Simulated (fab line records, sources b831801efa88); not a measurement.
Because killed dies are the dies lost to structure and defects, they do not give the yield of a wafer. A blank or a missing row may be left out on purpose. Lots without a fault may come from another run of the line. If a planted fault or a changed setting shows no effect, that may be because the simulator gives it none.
Comparing a struck lot with a sound one -- flow sky130 -- 43 steps out of a route of 708
Sound: these wafers, L270.1, L270.4, L270.6. Wafers struck: L284.4, L284.5, L284.6. The cause comes at the end.
For every step that has rows: the tool of each side, followed by ch and its chambers, followed by its first start. Under that, the readings that differ: sound wafers -- struck wafers -- difference of the means -- sigmas: that difference in standard deviations of wafers without a fault.
alike: readings with means less than 2 such deviations apart, plus words and numbers identical on both sides. not compared: withheld readings, readings lacking a value on some wafer, bounds such as >300 that could conceal the same value, and numbers that have no deviation in the record and whose values overlap.
A row with sigmas, a row that says differs or no value, or rows on one side alone: a step with any of these is where the two part. Numbers that have no deviation but don't overlap get no sigmas and don't part them. A reading that every wafer of one side lacks parts them only if that side has two wafers or more.

SKY_VIA3_SOFTBAKE_08: time 92.91 s.
  sound: lithoTrack-04 ch 0; struck: lithoTrack-02 ch 0
  alike: plateSensorTCentreC, plateSensorTEdgeC
then, 3 steps without rows for these wafers: SKY_VIA3_EXPOSE_09 (exposes mask VIM3, target cd 200 nm); SKY_VIA3_PEB_10; SKY_VIA3_DEVELOP_11 (develop time 60 s).
SKY_VIA3_CD_MEAS_12: target cd 200 nm.
  sound on cdSem-01 at day 40 22:14; struck on cdSem-02 at day 44 13:15
  alike: cdNm
SKY_VIA3_OVL_MEAS_13:
  sound on overlay-01 at day 40 22:22; struck on overlay-02 at day 44 13:20
  alike: VIA3_OVL
then, 6 steps without rows for these wafers: SKY_VIA3_ETCH_14 (etches BARC in N2/H2, stops on SiO2, time 45.9 s, target depth 60 nm); SKY_VIA3_ETCH_15 (etches SiO2 in C4F8/O2/Ar, stops on TiN, target depth 507 nm, time 78 s); SKY_VIA3_STRIP_16 (strips in O2/N2); SKY_VIA3_STRIP_17 (strips in post etch residue remover, time 1200 s); SKY_VIA3_CLEAN_18 (cleans in IPA, time 180 s); SKY_VIA3_CLEAN_19 (cleans in O3/DIW).
SKY_VIA3_SPUTTER_20: material TiN, target thk 20 nm, time 80 s.
  sound on pvdSputter-02 at day 40 23:05; struck on pvdSputter-04 at day 44 14:05
reading,sound,struck,difference,sigmas
throttleValvePct (%),29.8 27.0 26.9,28.7 29.7 30.1,+1.6,+2
SKY_VIA3_CVD_21: deposits W, target thk 390 nm, time 117.31 s.
  sound on cvdW-02 ch 1, day 40 23:09; struck on cvdW-02 ch 0,1, day 44 14:11
  alike: heaterPowerW
SKY_VIA3_RS_MEAS_22: measurement is done with a four-point probe.
  sound on filmMetro-04 at day 40 23:16; struck on filmMetro-02 at day 44 14:19
  alike: VIA3_W_RS
SKY_VIA3_THK_MEAS_23: measures by xrf.
  sound on filmMetro-04 at day 40 23:23; struck on filmMetro-02 at day 44 14:25
  alike: VIA3_W_THK
then, 2 steps without rows for these wafers: SKY_VIA3_CMP_24 (polishes, stops on SiO2, t overpolish 20 s, target thk 0 nm); SKY_METAL4_SPUTTER_00 (material Ti, target thk 15 nm, time 10 s).
SKY_METAL4_SPUTTER_01: material TiN, target thk 20 nm, time 16.7 s.
  sound on pvdSputter-01 at day 40 23:46; struck on pvdSputter-02 at day 44 14:46
reading,sound,struck,difference,sigmas
throttleValvePct (%),29.8 32.1 32.0,30.0 29.6 27.1,-2.4,-2
then, 4 steps without rows for these wafers: SKY_METAL4_SPUTTER_02 (material AlCu, target thk 735 nm, time 39.1 s); SKY_METAL4_SPUTTER_03 (material Ti, target thk 5 nm, time 3.3 s); SKY_METAL4_SPUTTER_04 (material TiN, target thk 70 nm, time 58.3 s); SKY_CAP2M_CVD_00 (deposits SiO2, target thk 15.5 nm).
SKY_CAP2M_THK_MEAS_01:
  sound on filmMetro-02 at day 40 23:56; struck on filmMetro-04 at day 44 14:57
  alike: CAP2M_CVD_00_THK
SKY_CAP2M_SPUTTER_02: material TiN, target thk 200 nm, time 166.7 s.
  sound on pvdSputter-04 at day 40 23:59; struck on pvdSputter-01 at day 44 15:02
  alike: throttleValvePct
SKY_CAP2M_RS_MEAS_03: measurement is done with a four-point probe.
  sound on filmMetro-01 at day 41 00:06; struck on filmMetro-04 at day 44 15:09
  alike: CAP2M_TIN_RS
SKY_CAP2M_THK_MEAS_04: measures by xrf.
  sound on filmMetro-01 at day 41 00:13; struck on filmMetro-04 at day 44 15:14
reading,sound,struck,difference,sigmas
CAP2M_TIN_THK (nm),206.0 205.9 205.2,200.4 199.8 200.6,-5.4,-2
then, 7 steps without rows for these wafers: SKY_CAP2M_DEHYDRATE_05 (time 60 s); SKY_CAP2M_HMDS_06 (prime time 60 s); SKY_CAP2M_COAT_07 (resist thk 1140 nm); SKY_CAP2M_SOFTBAKE_08 (time 60 s); SKY_CAP2M_EXPOSE_09 (exposes mask CAP2M, target cd 1000 nm); SKY_CAP2M_PEB_10; SKY_CAP2M_DEVELOP_11 (develop time 62.02 s).
SKY_CAP2M_OVL_MEAS_12:
  sound on overlay-02 at day 41 22:53; struck on overlay-01 at day 45 12:11
  alike: CAP2M_OVL
then, 1 step without rows for these wafers: SKY_CAP2M_METAL_ETCH_13 (etches TiN in Cl2/BCl3, stops on SiO2, target depth 220 nm, time 62.9 s).
SKY_CAP2M_STRIP_14: strips in O2/N2.
  sound on plasmaAsher-03 ch 0,1, day 41 23:00; struck on plasmaAsher-02 ch 0,1, day 45 12:19
  alike: drypumpMotorCurrentA, oesProductAu, stripTimeToEndpointS
  not compared: rfHoursCounterH
then, 5 steps without rows for these wafers: SKY_CAP2M_STRIP_15 (strips in post etch residue remover, time 1200 s); SKY_CAP2M_CLEAN_16 (cleans in IPA, time 180 s); SKY_CAP2M_CLEAN_17 (cleans in O3/DIW); SKY_METAL4_DEHYDRATE_05 (time 60 s); SKY_METAL4_HMDS_06 (prime time 60 s).
-- the record jumps here: 4 days lie between the struck wafers' starts before and after (it left off in module METAL4 and takes up again in module PAD_OPEN, whose first step shown is number 708 of the route) --
SKY_PAD_OPEN_PROBE_99:
  sound on prober-02 at day 46 21:03; struck on prober-01 at day 49 21:53
reading,sound,struck,difference,sigmas
defectLimitedYield (%),78.7 84.6 81.5,76.2 76.8 79.5,-4.1,-2
killed_at_M0_to_M3,37 40 44,82 75 69,+35,+5
killedDies,105 76 91,117 114 101,+20,+2
killedShort,53 39 40,31 32 23,-15,-2
sort_bin_5_function (%),12.6 9.8 9.6,15.2 15.9 13.0,+4.0,+3
sortNPass,387 416 401,375 378 391,-20,-2
sortYieldPct (%),78.7 84.6 81.5,76.2 76.8 79.5,-4.1,-2
model.etest.tester.sort_bin_5_pct (%),12.6 9.756 9.553,15.24 15.85 13.01,+4.06,
  alike: killed_at_M4_up, killedAtContacts, killedAtFrontEnd, killedAtOther, killedOpen, sort_bin_3_pad_short, sort_bin_6_memory
  not compared: model.etest.tester.sortNPass, model.etest.tester.sortYieldPct, model.etest.tester.sort_bin_6_pct, model.etest.tester.sort_bin_3_pct

## WHERE THEY PART
At SKY_VIA3_SPUTTER_20 first; at SKY_PAD_OPEN_PROBE_99 last (within this record only).

WHY: what the simulator had put in
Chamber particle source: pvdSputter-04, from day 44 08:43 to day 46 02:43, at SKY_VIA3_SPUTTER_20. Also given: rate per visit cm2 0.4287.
